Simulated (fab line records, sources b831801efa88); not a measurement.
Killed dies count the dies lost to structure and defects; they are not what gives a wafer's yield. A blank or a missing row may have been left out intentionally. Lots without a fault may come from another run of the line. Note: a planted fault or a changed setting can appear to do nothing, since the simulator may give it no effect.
fab line records	flow sky130
record: lots: 13	wafers: 39	last_day: 50
route steps=708 shown METAL2@486 VIA2@531 CAPM@539 PAD_OPEN@708
lots that met no fault: taken from a fault-free run of the same line
start_h: hours from the record's opening day to when the first of the lot's shown wafers began	wait_h: time in hours since the lot's previous step	" repeats the value in the row above	L1.1+2: a row that stands for several wafers	- no value present, or no start provided	* or withheld: withheld	< > ~ a bound
route shown NAME@n: names a module that has steps shown in the file, with the first one's number in the route	usual: mean/standard deviation of fault-free wafers	same: alike in all rows	chamber/n: place in a boat	sites: per-site readings	_std_site: the standard deviation of these	_edge_site: mean of outer sites minus mean of inner sites	radius_mm: how far each site lies from the wafer's centre	mask NAME#n: copy n	behind: the tool/chamber that last shaped the wafer	hold: the reason the lot was held/the length of the hold in hours/how it ended	device: the n, p or np transistor that did not switch	end of line: the route-end tests of the same wafers	step lacking rows: just its recipe	killed: at the first sort, the dies lost to defects and structure; wafer yield is something else	map: per-die view of a wafer (x killed, . not killed, _ where there is no die)
set.NAME: the setting the step ran with; set.NAME@STEP: the setting that earlier step ran with	model.NAME: the simulator's own value behind a step, which no gauge read
the route's steps for a sample of lots (tables are steps, rows are wafers)
services: the hour from which a tool's chamber was out of use, counted from the record's first day as start_h (under 0 if before that day), plus the number of hours and why
== steps ==
step: SKY_METAL2_SPUTTER_03
recipe: material: Ti	target_thk_nm: 5	power_w: 3000	time_s: 3.3	chamber_pressure_pa: 0.4
usual: throttle_valve_pct: 29.6/0.81
lot.wafer	tool	chamber	start_h	wait_h	throttle_valve_pct
L464.1	pvd_sputter-01	-	806.66	0.0	29.3
L464.4	"	-	"	"	30.3
L464.6	"	-	"	"	30.4
L466.1	pvd_sputter-02	-	822.99	0.0	29.0
L466.4	"	-	"	"	29.8
L466.5	"	-	"	"	30.1
L467.4	pvd_sputter-04	-	837.74	0.0	29.6
L467.5	"	-	"	"	29.9
L467.6	"	-	"	"	29.7
L469.1	pvd_sputter-02	-	853.90	0.0	28.6
L469.5	"	-	"	"	29.7
L469.6	"	-	"	"	29.1
L470.1	pvd_sputter-04	-	854.20	0.0	29.7
L470.2	"	-	"	"	31.9
L470.5	"	-	"	"	29.9
L471.1	pvd_sputter-02	-	864.08	0.0	30.0
L471.3	"	-	"	"	28.9
L471.5	"	-	"	"	28.5
L472.4	pvd_sputter-04	-	869.07	0.0	29.9
L472.5	"	-	"	"	29.7
L472.6	"	-	"	"	29.7
L473.1	pvd_sputter-04	-	884.44	0.0	29.7
L473.3	"	-	"	"	31.8
L473.4	"	-	"	"	29.5
L474.2	pvd_sputter-01	-	886.09	0.0	28.9
L474.3	"	-	"	"	30.6
L474.6	"	-	"	"	28.6
L475.1	pvd_sputter-02	-	893.94	0.0	30.3
L475.4	"	-	"	"	29.1
L475.6	"	-	"	"	28.4
L484.2	pvd_sputter-04	-	954.13	0.0	29.8
L484.3	"	-	"	"	30.0
L484.6	"	-	"	"	29.7
L485.1	pvd_sputter-04	-	956.63	0.0	29.8
L485.2	"	-	"	"	31.7
L485.3	"	-	"	"	29.7
L486.4	pvd_sputter-02	-	962.57	0.0	28.4
L486.5	"	-	"	"	30.3
L486.6	"	-	"	"	29.8
step: SKY_VIA2_CMP_24
recipe: stop_on: SiO2	t_overpolish_s: 20	down_force_psi: 3.5	platen_rpm: 60	target_thk_nm: 0	pad_velocity_m_s: 0.94248
usual: motor_current_A: 10.4/1.2	overpolish_run_s: 20.001/0.0094	t_overpolish_s: 20/0	time_to_endpoint_s: 103/5.3
lot.wafer	tool	chamber	start_h	wait_h	motor_current_A	overpolish_run_s	t_overpolish_s	time_to_endpoint_s
L464.4	cmp-01	1	861.24	0.1	10.1	20.008	20	102
L464.1	"	3	"	"	10.4	20.002	20	98
L464.6	"	0	"	"	11.3	19.991	20	100
L466.1	cmp-01	3	878.53	0.1	10.2	19.985	20	90
L466.4	"	0	"	"	10.5	20.020	20	101
L466.5	"	0	"	"	10.0	20.000	20	97
L467.4	cmp-02	1	892.93	0.1	11.9	20.000	20	102
L467.6	"	0	"	"	11.4	20.021	20	97
L467.5	"	1	"	"	11.6	19.980	20	103
L470.1	cmp-02	2	908.53	0.1	9.9	20.002	20	103
L470.2	"	0	"	"	12.3	19.990	20	98
L470.5	"	2	"	"	9.9	19.995	20	100
L469.1	cmp-02	1	909.08	0.1	11.9	19.990	20	110
L469.6	"	0	"	"	11.5	19.991	20	107
L469.5	"	1	"	"	11.7	20.005	20	110
L471.1	cmp-01	3	917.60	0.2	10.1	20.011	20	93
L471.3	"	1	"	"	10.2	20.004	20	97
L471.5	"	3	"	"	10.4	19.998	20	92
L472.4	cmp-02	1	921.83	0.2	12.0	19.994	20	102
L472.6	"	2	"	"	9.5	20.009	20	98
L472.5	"	3	"	"	8.8	20.004	20	106
L473.3	cmp-02	1	936.75	0.0	12.0	20.003	20	104
L473.4	"	2	"	"	9.4	27.300	27.29	103
L473.1	"	0	"	"	12.2	20.001	20	97
L474.2	cmp-02	2	939.38	0.1	9.8	27.298	27.29	100
L474.3	"	3	"	"	8.7	20.005	20	109
L474.6	"	0	"	"	11.5	19.994	20	99
L475.1	cmp-01	1	946.65	0.1	9.6	19.990	20	100
L475.4	"	0	"	"	9.9	20.003	20	99
L475.6	"	1	"	"	10.3	20.007	20	96
L484.3	cmp-01	3	1005.53	0.0	9.5	20.000	20	94
L484.2	"	0	"	"	10.4	19.996	20	100
L484.6	"	3	"	"	10.2	20.010	20	96
L485.2	cmp-01	0	1008.28	0.0	10.1	20.006	20	98
L485.1	"	1	"	"	10.3	20.007	20	100
L485.3	"	2	"	"	10.7	20.013	20	104
L486.4	cmp-02	0	1013.13	0.1	11.6	20.005	20	101
L486.5	"	2	"	"	9.1	20.016	20	105
L486.6	"	3	"	"	8.8	19.993	20	114
step: SKY_CAPM_SPUTTER_02
recipe: material: TiN	target_thk_nm: 200	temp_c: 300	power_w: 6500	time_s: 166.7	chamber_pressure_pa: 0.4
usual: throttle_valve_pct: 29.9/1.1
lot.wafer	tool	chamber	start_h	wait_h	throttle_valve_pct
L464.1	pvd_sputter-04	-	861.73	0.1	31.4
L464.4	"	-	"	"	29.9
L464.6	"	-	"	"	31.7
L466.1	pvd_sputter-03	-	879.06	0.1	28.6
L466.4	"	-	"	"	32.1
L466.5	"	-	"	"	28.9
L467.4	pvd_sputter-01	-	893.42	0.0	28.9
L467.5	"	-	"	"	30.6
L467.6	"	-	"	"	30.2
L470.1	pvd_sputter-03	-	909.07	0.1	29.0
L470.2	"	-	"	"	28.5
L470.5	"	-	"	"	29.0
L469.1	pvd_sputter-01	-	909.57	0.1	28.0
L469.5	"	-	"	"	29.0
L469.6	"	-	"	"	28.2
L471.1	pvd_sputter-01	-	918.09	0.1	30.4
L471.3	"	-	"	"	29.0
L471.5	"	-	"	"	28.1
L472.4	pvd_sputter-01	-	922.21	0.0	30.5
L472.5	"	-	"	"	30.6
L472.6	"	-	"	"	30.5
L473.1	pvd_sputter-03	-	937.28	0.1	28.8
L473.3	"	-	"	"	32.0
L473.4	"	-	"	"	29.3
L474.2	pvd_sputter-04	-	939.82	0.0	29.8
L474.3	"	-	"	"	29.7
L474.6	"	-	"	"	31.9
L475.1	pvd_sputter-04	-	947.19	0.1	29.9
L475.4	"	-	"	"	31.6
L475.6	"	-	"	"	29.9
L484.2	pvd_sputter-04	-	1006.07	0.0	31.6
L484.3	"	-	"	"	29.8
L484.6	"	-	"	"	29.8
L485.1	pvd_sputter-04	-	1008.81	0.1	29.7
L485.2	"	-	"	"	29.7
L485.3	"	-	"	"	31.4
L486.4	pvd_sputter-04	-	1013.56	0.0	29.7
L486.5	"	-	"	"	29.8
L486.6	"	-	"	"	29.6
step: SKY_CAPM_OVL_MEAS_12
usual: CAPM_OVL: -0.7/1.4
lot.wafer	tool	chamber	start_h	wait_h	CAPM_OVL[nm]
L464.1	overlay-01	-	887.61	0.1	0.7
L464.4	"	-	"	"	0.1
L464.6	"	-	"	"	0.9
L466.1	overlay-01	-	904.71	0.1	-0.4
L466.4	"	-	"	"	-1.2
L466.5	"	-	"	"	0.3
L467.4	overlay-01	-	918.95	0.1	-1.4
L467.5	"	-	"	"	-1.8
L467.6	"	-	"	"	0.2
L470.1	overlay-02	-	933.26	0.1	-0.1
L470.2	"	-	"	"	-1.0
L470.5	"	-	"	"	-0.3
L469.1	overlay-01	-	933.93	0.1	-2.9
L469.5	"	-	"	"	-2.7
L469.6	"	-	"	"	-2.6
L471.1	overlay-01	-	943.16	0.1	-1.2
L471.3	"	-	"	"	-1.7
L471.5	"	-	"	"	-0.6
L472.4	overlay-02	-	946.68	0.1	1.7
L472.5	"	-	"	"	-0.9
L472.6	"	-	"	"	0.0
L473.1	overlay-01	-	962.41	0.1	-0.6
L473.3	"	-	"	"	-1.0
L473.4	"	-	"	"	1.0
L474.2	overlay-02	-	964.26	0.1	-2.9
L474.3	"	-	"	"	-3.9
L474.6	"	-	"	"	-2.2
L475.1	overlay-01	-	972.01	0.1	-1.6
L475.4	"	-	"	"	-0.9
L475.6	"	-	"	"	-0.6
L484.2	overlay-02	-	1029.89	0.1	1.2
L484.3	"	-	"	"	0.9
L484.6	"	-	"	"	-0.4
L485.1	overlay-01	-	1032.11	0.1	-2.1
L485.2	"	-	"	"	-1.1
L485.3	"	-	"	"	-2.5
L486.4	overlay-02	-	1037.23	0.1	-1.0
L486.5	"	-	"	"	-0.2
L486.6	"	-	"	"	-1.0
step: SKY_PAD_OPEN_PROBE_99
usual: defect_limited_yield: 82.6/2.2	killed_at_M0_to_M3: 43/7.9	killed_at_M4_up: 2.9/1.8	killed_at_contacts: 24/5.5	killed_at_front_end: 15/4.2	killed_at_other: 0.2/0.46	killed_dies: 86/11	killed_open: 47/8.1	killed_short: 39/6.4	sort_bin_3_pad_short: 0.9/0.44	sort_bin_5_function: 10.3/1.4	sort_bin_6_memory: 6.3/1.3	sort_n_pass: 406/11	sort_yield_pct: 82.6/2.2
same: gross_dies: 492	killed_at_back_side: 0	sort_bin_4_leakage[%]: 0	sort_bin_8_speed[%]: 0
lot.wafer	tool	chamber	start_h	wait_h	defect_limited_yield[%]	killed_at_M0_to_M3	killed_at_M4_up	killed_at_contacts	killed_at_front_end	killed_at_other	killed_dies	killed_open	killed_short	sort_bin_3_pad_short[%]	sort_bin_5_function[%]	sort_bin_6_memory[%]	sort_n_pass	sort_yield_pct[%]
L464.1	prober-02	-	1089.00	0.1	80.9	35	6	39	14	0	94	42	52	1.0	11.0	7.1	398	80.9
L464.4	prober-02	-	1089.15	0.2	86.6	28	4	19	15	0	66	37	29	0.8	7.7	4.9	426	86.6
L464.6	prober-02	-	1089.25	0.2	77.2	66	0	22	23	1	112	78	34	0.6	13.0	9.1	380	77.2
L466.1	prober-02	-	1100.20	0.1	80.1	48	3	27	19	1	98	57	41	0.8	11.4	7.7	394	80.1
L466.4	prober-02	-	1100.35	0.2	84.1	45	3	19	11	0	78	42	36	0.4	10.6	4.9	414	84.1
L466.5	prober-02	-	1100.40	0.2	80.9	50	4	22	18	0	94	52	42	0.8	10.4	7.9	398	80.9
L467.4	prober-01	-	1111.31	0.2	82.9	47	1	19	16	1	84	47	37	0.6	11.0	5.5	408	82.9
L467.5	prober-01	-	1111.36	0.2	82.5	34	2	28	22	0	86	49	37	0.6	12.0	4.9	406	82.5
L467.6	prober-01	-	1111.41	0.2	81.9	35	4	37	12	1	89	47	42	0.8	9.8	7.5	403	81.9
L470.1	prober-01	-	1123.01	0.1	85.4	36	2	19	15	0	72	38	34	1.0	8.7	4.9	420	85.4
L470.2	prober-01	-	1123.06	0.1	83.7	34	1	28	17	0	80	45	35	0.6	9.3	6.3	412	83.7
L470.5	prober-01	-	1123.21	0.2	83.5	45	1	24	11	0	81	49	32	0.4	10.6	5.5	411	83.5
L469.1	prober-02	-	1123.65	0.1	84.6	37	2	25	12	0	76	33	43	1.2	7.9	6.3	416	84.6
L469.5	prober-02	-	1123.85	0.2	82.5	50	2	23	11	0	86	46	40	0.6	11.2	5.7	406	82.5
L469.6	prober-02	-	1123.90	0.2	80.3	46	2	34	13	2	97	52	45	0.6	11.6	7.5	395	80.3
L471.1	prober-01	-	1131.55	0.1	83.9	41	4	18	16	0	79	41	38	1.0	10.0	5.1	413	83.9
L471.3	prober-01	-	1131.65	0.2	80.5	50	1	27	18	0	96	47	49	0.6	10.8	8.1	396	80.5
L471.5	prober-01	-	1131.75	0.2	85.4	32	1	24	15	0	72	40	32	0.6	9.1	4.9	420	85.4
L472.4	prober-02	-	1135.56	0.2	83.5	49	2	16	13	1	81	40	41	0.4	10.2	5.9	411	83.5
L472.5	prober-02	-	1135.61	0.2	86.2	33	3	23	9	0	68	39	29	1.0	8.3	4.5	424	86.2
L472.6	prober-02	-	1135.66	0.2	79.1	60	2	28	13	0	103	54	49	1.0	13.4	6.5	389	79.1
L473.1	prober-01	-	1149.33	0.1	82.5	44	2	26	14	0	86	51	35	0.2	10.0	7.3	406	82.5
L473.3	prober-01	-	1149.43	0.2	84.3	37	0	28	12	0	77	40	37	1.0	7.9	6.7	415	84.3
L473.4	prober-01	-	1149.48	0.2	86.6	34	0	20	12	0	66	28	38	1.0	8.5	3.9	426	86.6
L474.2	prober-02	-	1149.73	0.1	83.1	45	4	21	13	0	83	35	48	0.4	11.0	5.5	409	83.1
L474.3	prober-02	-	1149.78	0.2	81.3	49	4	17	22	0	92	55	37	0.4	13.0	5.3	400	81.3
L474.6	prober-02	-	1149.93	0.2	86.0	32	1	21	15	0	69	33	36	1.6	8.5	3.9	423	86.0
L475.1	prober-01	-	1157.52	0.1	81.9	44	2	23	19	1	89	56	33	0.6	9.8	7.7	403	81.9
L475.4	prober-01	-	1157.67	0.2	82.3	43	3	26	15	0	87	48	39	1.4	11.4	4.9	405	82.3
L475.6	prober-01	-	1157.77	0.2	84.1	38	2	30	8	0	78	46	32	0.6	10.0	5.3	414	84.1
L484.2	prober-02	-	1195.08	0.1	84.3	39	4	27	7	0	77	40	37	1.0	9.3	5.3	415	84.3
L484.3	prober-02	-	1195.13	0.2	85.6	35	5	12	19	0	71	39	32	0.4	9.8	4.3	421	85.6
L484.6	prober-02	-	1195.28	0.2	80.5	41	5	29	20	1	96	54	42	1.4	10.6	7.5	396	80.5
L485.1	prober-01	-	1196.88	0.1	80.7	44	6	26	19	0	95	57	38	1.2	10.6	7.5	397	80.7
L485.2	prober-01	-	1196.93	0.1	82.1	47	2	23	16	0	88	45	43	1.0	9.8	7.1	404	82.1
L485.3	prober-01	-	1196.98	0.2	81.7	47	4	21	18	0	90	48	42	0.8	10.4	7.1	402	81.7
L486.4	prober-02	-	1200.81	0.2	83.3	41	2	22	16	1	82	38	44	1.0	12.0	3.7	410	83.3
L486.5	prober-02	-	1200.86	0.2	84.6	41	1	24	10	0	76	46	30	1.2	7.7	6.5	416	84.6
L486.6	prober-02	-	1200.91	0.2	84.1	30	4	23	21	0	78	40	38	0.6	10.0	5.3	414	84.1
killed by level:class
L464.1 CONTACT:geometric_particle:open=13 LI_CONTACT:geometric_particle:open=9 CONTACT:geometric_particle:short=8 METAL2:geometric_particle:short=7 VIA1:geometric_particle:open=7 LOCAL_INTERCONNECT:geometric_particle:short=6 VIA1:geometric_particle:short=6 METAL4:geometric_particle:short=5
L464.4 VIA1:geometric_particle:open=7 CONTACT:geometric_particle:open=6 FIELD_ISO:geometric_particle:short=5 POLY_GATE:geometric_particle:open=5 LI_CONTACT:geometric_particle:open=5 VIA2:geometric_particle:open=5 VIA2:geometric_particle:short=3 LOCAL_INTERCONNECT:geometric_particle:short=3
L464.6 VIA1:geometric_particle:open=21 VIA2:geometric_particle:open=15 LI_CONTACT:geometric_particle:open=9 CONTACT:geometric_particle:open=7 VIA1:geometric_particle:short=6 METAL2:geometric_particle:short=6 FIELD_ISO:geometric_particle:open=5 METAL1:geometric_particle:short=5
L466.1 VIA2:geometric_particle:open=14 VIA1:geometric_particle:open=12 CONTACT:geometric_particle:open=9 LI_CONTACT:geometric_particle:open=8 FIELD_ISO:geometric_particle:short=7 VIA1:geometric_particle:short=5 VIA3:geometric_particle:open=4 LI_CONTACT:geometric_particle:short=4
L466.4 VIA1:geometric_particle:open=18 CONTACT:geometric_particle:short=7 CONTACT:geometric_particle:open=7 METAL3:geometric_particle:short=7 METAL2:geometric_particle:short=6 METAL1:geometric_particle:short=4 VIA2:geometric_particle:open=4 FIELD_ISO:geometric_particle:open=3
L466.5 VIA2:geometric_particle:open=13 VIA1:geometric_particle:open=8 FIELD_ISO:geometric_particle:short=7 CONTACT:geometric_particle:open=7 VIA1:geometric_particle:short=6 FIELD_ISO:geometric_particle:open=5 CONTACT:geometric_particle:short=5 METAL1:geometric_particle:short=5
L467.4 VIA1:geometric_particle:open=13 CONTACT:geometric_particle:open=8 METAL2:geometric_particle:short=7 FIELD_ISO:geometric_particle:short=6 VIA2:geometric_particle:open=6 VIA1:geometric_particle:short=5 POLY_GATE:geometric_particle:open=4 LI_CONTACT:geometric_particle:open=4
L467.5 LI_CONTACT:geometric_particle:open=9 CONTACT:geometric_particle:open=9 FIELD_ISO:geometric_particle:open=7 VIA3:geometric_particle:open=6 METAL1:geometric_particle:short=6 METAL2:geometric_particle:short=6 FIELD_ISO:geometric_particle:short=5 POLY_GATE:geometric_particle:open=5
L467.6 CONTACT:geometric_particle:open=11 LI_CONTACT:geometric_particle:open=10 VIA1:geometric_particle:open=10 VIA1:geometric_particle:short=9 CONTACT:geometric_particle:short=8 LOCAL_INTERCONNECT:geometric_particle:short=5 FIELD_ISO:geometric_particle:open=4 VIA2:geometric_particle:open=4
L470.1 VIA1:geometric_particle:open=12 CONTACT:geometric_particle:short=5 VIA3:geometric_particle:open=5 FIELD_ISO:geometric_particle:open=4 FIELD_ISO:geometric_particle:short=4 LI_CONTACT:geometric_particle:short=4 POLY_GATE:geometric_particle:short=3 LI_CONTACT:geometric_particle:open=3
L470.2 CONTACT:geometric_particle:open=13 VIA1:geometric_particle:open=9 FIELD_ISO:geometric_particle:open=6 LOCAL_INTERCONNECT:geometric_particle:short=6 CONTACT:geometric_particle:short=5 METAL1:geometric_particle:short=4 VIA1:geometric_particle:short=4 VIA2:geometric_particle:open=4
L470.5 VIA1:geometric_particle:open=12 CONTACT:geometric_particle:open=10 VIA2:geometric_particle:open=7 VIA1:geometric_particle:short=6 METAL2:geometric_particle:short=6 VIA3:geometric_particle:open=5 LI_CONTACT:geometric_particle:open=4 POLY_GATE:geometric_particle:open=4
L469.1 METAL2:geometric_particle:short=8 CONTACT:geometric_particle:open=7 CONTACT:geometric_particle:short=7 VIA2:geometric_particle:open=7 LI_CONTACT:geometric_particle:open=6 FIELD_ISO:geometric_particle:short=5 POLY_GATE:geometric_particle:short=5 VIA3:geometric_particle:open=5
L469.5 VIA1:geometric_particle:open=12 CONTACT:geometric_particle:open=9 METAL1:geometric_particle:short=9 VIA3:geometric_particle:open=7 VIA2:geometric_particle:open=6 VIA3:geometric_particle:short=5 FIELD_ISO:geometric_particle:short=4 LI_CONTACT:geometric_particle:open=4
L469.6 CONTACT:geometric_particle:open=10 VIA1:geometric_particle:open=10 LI_CONTACT:geometric_particle:open=7 LOCAL_INTERCONNECT:geometric_particle:short=7 VIA3:geometric_particle:open=7 VIA2:geometric_particle:open=5 POLY_GATE:geometric_particle:short=5 VIA1:geometric_particle:short=5
L471.1 VIA1:geometric_particle:open=10 CONTACT:geometric_particle:open=7 METAL2:geometric_particle:short=5 VIA2:geometric_particle:open=5 LI_CONTACT:geometric_particle:open=5 METAL1:geometric_particle:short=5 VIA1:geometric_particle:short=5 FIELD_ISO:geometric_particle:open=4
L471.3 CONTACT:geometric_particle:open=12 VIA3:geometric_particle:short=9 METAL2:geometric_particle:short=8 LI_CONTACT:geometric_particle:open=7 VIA3:geometric_particle:open=7 VIA2:geometric_particle:open=6 POLY_GATE:geometric_particle:short=5 VIA1:geometric_particle:open=5
L471.5 CONTACT:geometric_particle:open=11 METAL2:geometric_particle:short=9 LI_CONTACT:geometric_particle:open=6 VIA2:geometric_particle:open=4 VIA1:geometric_particle:open=4 VIA3:geometric_particle:open=4 FIELD_ISO:geometric_particle:short=3 FIELD_ISO:geometric_particle:open=3
L472.4 METAL1:geometric_particle:short=10 VIA1:geometric_particle:open=7 VIA3:geometric_particle:open=7 LI_CONTACT:geometric_particle:open=6 FIELD_ISO:geometric_particle:short=5 VIA1:geometric_particle:short=5 VIA2:geometric_particle:open=5 CONTACT:geometric_particle:open=4
L472.5 METAL1:geometric_particle:short=8 CONTACT:geometric_particle:open=8 LI_CONTACT:geometric_particle:open=6 VIA1:geometric_particle:open=6 METAL2:geometric_particle:short=4 VIA1:geometric_particle:short=4 VIA2:geometric_particle:open=4 FIELD_ISO:geometric_particle:open=3
L472.6 METAL1:geometric_particle:short=13 CONTACT:geometric_particle:open=12 VIA1:geometric_particle:open=11 METAL2:geometric_particle:short=8 VIA2:geometric_particle:open=7 VIA3:geometric_particle:open=7 LI_CONTACT:geometric_particle:open=5 CONTACT:geometric_particle:short=5
L473.1 CONTACT:geometric_particle:open=9 VIA1:geometric_particle:open=8 METAL2:geometric_particle:short=8 VIA1:geometric_particle:short=7 VIA3:geometric_particle:open=7 LI_CONTACT:geometric_particle:open=6 VIA2:geometric_particle:open=5 FIELD_ISO:geometric_particle:short=4
L473.3 LI_CONTACT:geometric_particle:open=8 VIA3:geometric_particle:open=8 CONTACT:geometric_particle:open=7 POLY_GATE:geometric_particle:short=6 CONTACT:geometric_particle:short=6 VIA1:geometric_particle:open=6 METAL2:geometric_particle:short=5 LI_CONTACT:geometric_particle:short=4
L473.4 CONTACT:geometric_particle:open=9 METAL2:geometric_particle:short=9 VIA3:geometric_particle:open=6 FIELD_ISO:geometric_particle:short=5 VIA1:geometric_particle:open=5 LOCAL_INTERCONNECT:geometric_particle:short=4 CONTACT:geometric_particle:short=4 METAL1:geometric_particle:short=4
L474.2 CONTACT:geometric_particle:open=7 VIA1:geometric_particle:open=7 METAL2:geometric_particle:short=7 VIA2:geometric_particle:open=7 LOCAL_INTERCONNECT:geometric_particle:short=6 VIA3:geometric_particle:short=5 FIELD_ISO:geometric_particle:short=4 FIELD_ISO:geometric_particle:open=4
L474.3 VIA1:geometric_particle:open=11 VIA3:geometric_particle:open=9 VIA2:geometric_particle:open=8 FIELD_ISO:geometric_particle:open=6 CONTACT:geometric_particle:open=6 FIELD_ISO:geometric_particle:short=5 VIA1:geometric_particle:short=5 LI_CONTACT:geometric_particle:open=4
L474.6 VIA1:geometric_particle:open=9 CONTACT:geometric_particle:open=8 CONTACT:geometric_particle:short=7 VIA1:geometric_particle:short=7 POLY_GATE:geometric_particle:short=5 METAL1:geometric_particle:short=4 VIA2:geometric_particle:open=4 FIELD_ISO:geometric_particle:open=3
L475.1 CONTACT:geometric_particle:open=13 VIA1:geometric_particle:open=9 VIA2:geometric_particle:open=8 POLY_GATE:geometric_particle:short=6 METAL2:geometric_particle:short=6 VIA3:geometric_particle:open=6 FIELD_ISO:geometric_particle:open=4 METAL1:geometric_particle:short=4
L475.4 LI_CONTACT:geometric_particle:open=12 VIA2:geometric_particle:short=8 VIA1:geometric_particle:open=6 VIA2:geometric_particle:open=6 VIA3:geometric_particle:open=6 CONTACT:geometric_particle:short=5 POLY_GATE:geometric_particle:open=4 VIA1:geometric_particle:short=4
L475.6 CONTACT:geometric_particle:open=12 VIA1:geometric_particle:open=9 VIA2:geometric_particle:open=9 CONTACT:geometric_particle:short=8 LI_CONTACT:geometric_particle:open=6 VIA2:geometric_particle:short=6 POLY_GATE:geometric_particle:open=4 VIA3:geometric_particle:open=4
L484.2 CONTACT:geometric_particle:open=9 METAL1:geometric_particle:short=8 VIA1:geometric_particle:open=8 LI_CONTACT:geometric_particle:open=7 VIA3:geometric_particle:open=7 CONTACT:geometric_particle:short=5 FIELD_ISO:geometric_particle:short=4 METAL2:geometric_particle:short=4
L484.3 VIA1:geometric_particle:open=10 CONTACT:geometric_particle:open=6 POLY_GATE:geometric_particle:short=5 VIA3:geometric_particle:open=5 CONTACT:geometric_particle:short=4 METAL2:geometric_particle:short=4 VIA2:geometric_particle:open=4 FIELD_ISO:geometric_particle:open=3
L484.6 LI_CONTACT:geometric_particle:open=12 VIA1:geometric_particle:open=10 CONTACT:geometric_particle:open=7 LOCAL_INTERCONNECT:geometric_particle:short=6 VIA1:geometric_particle:short=6 METAL1:geometric_particle:open=5 POLY_GATE:geometric_particle:open=5 POLY_GATE:geometric_particle:short=4
L485.1 VIA1:geometric_particle:open=11 LI_CONTACT:geometric_particle:open=9 CONTACT:geometric_particle:open=9 VIA1:geometric_particle:short=6 METAL2:geometric_particle:short=6 VIA2:geometric_particle:open=6 CONTACT:geometric_particle:short=5 POLY_GATE:geometric_particle:short=5
L485.2 VIA1:geometric_particle:open=12 CONTACT:geometric_particle:open=8 VIA1:geometric_particle:short=7 LI_CONTACT:geometric_particle:open=5 METAL2:geometric_particle:short=5 FIELD_ISO:geometric_particle:short=4 VIA2:geometric_particle:open=4 POLY_GATE:geometric_particle:short=4
L485.3 CONTACT:geometric_particle:open=11 VIA2:geometric_particle:open=8 VIA3:geometric_particle:open=8 FIELD_ISO:geometric_particle:short=7 FIELD_ISO:geometric_particle:open=6 VIA1:geometric_particle:short=6 VIA2:geometric_particle:short=6 VIA1:geometric_particle:open=6
L486.4 VIA1:geometric_particle:open=10 CONTACT:geometric_particle:open=8 METAL1:geometric_particle:short=6 VIA1:geometric_particle:short=6 CONTACT:geometric_particle:short=5 FIELD_ISO:geometric_particle:open=4 FIELD_ISO:geometric_particle:short=4 LOCAL_INTERCONNECT:geometric_particle:short=4
L486.5 CONTACT:geometric_particle:open=11 VIA2:geometric_particle:open=7 VIA1:geometric_particle:open=7 VIA3:geometric_particle:open=6 VIA1:geometric_particle:short=5 LOCAL_INTERCONNECT:geometric_particle:short=5 FIELD_ISO:geometric_particle:open=4 POLY_GATE:geometric_particle:open=4
L486.6 CONTACT:geometric_particle:open=8 POLY_GATE:geometric_particle:short=7 FIELD_ISO:geometric_particle:open=6 LOCAL_INTERCONNECT:geometric_particle:short=6 VIA1:geometric_particle:open=6 LI_CONTACT:geometric_particle:open=5 METAL2:geometric_particle:short=5 METAL1:geometric_particle:short=4
== services ==
tool	chamber	start_h	hours	kind
cmp-01	-	784.90	1.9	repair
pvd_sputter-04	-	793.10	5.7	repair
cmp-01	-	826.16	7.2	pm
pvd_sputter-01	-	836.52	16.7	repair
pvd_sputter-04	-	857.26	1.2	repair
pvd_sputter-02	-	860.26	2.4	repair
cmp-02	-	897.99	7.2	pm
cmp-02	-	912.15	2.3	repair
cmp-02	-	914.48	4.0	pm
cmp-02	-	918.48	-	consumable_replace:conditioner
cmp-02	-	918.48	-	consumable_replace:pad
cmp-01	-	928.09	1.7	repair
cmp-02	-	967.55	2.0	repair
pvd_sputter-01	-	973.72	3.7	repair
cmp-01	-	976.78	0.6	repair
cmp-01	-	1010.08	5.2	pm
== key ==
first_sign: step: SKY_VIA2_CMP_24	reading: t_overpolish_s	direction: up	sigmas: 99+	usual: 20	struck: 27.29
effect: step: SKY_VIA2_CMP_24	reading: overpolish_run_s	direction: up	sigmas: 99+	usual: 20.001	struck: 27.299
met_at SKY_VIA2_CMP_24
struck_lots L473,L474
struck_wafers L473.4,L474.2
not_acting_at SKY_METAL2_SPUTTER_03,SKY_CAPM_SPUTTER_02,SKY_CAPM_OVL_MEAS_12
onset_between 921.83 936.75
fault: kind: process_parameter_drift	tool: cmp-02	chamber: 2	onset_h: 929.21	steps: SKY_VIA2_CMP_24	channel: t_overpolish_s	offset: 7.2897	shape: step	end_h: 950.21	acts_in: these_recipes_only	stated: 20
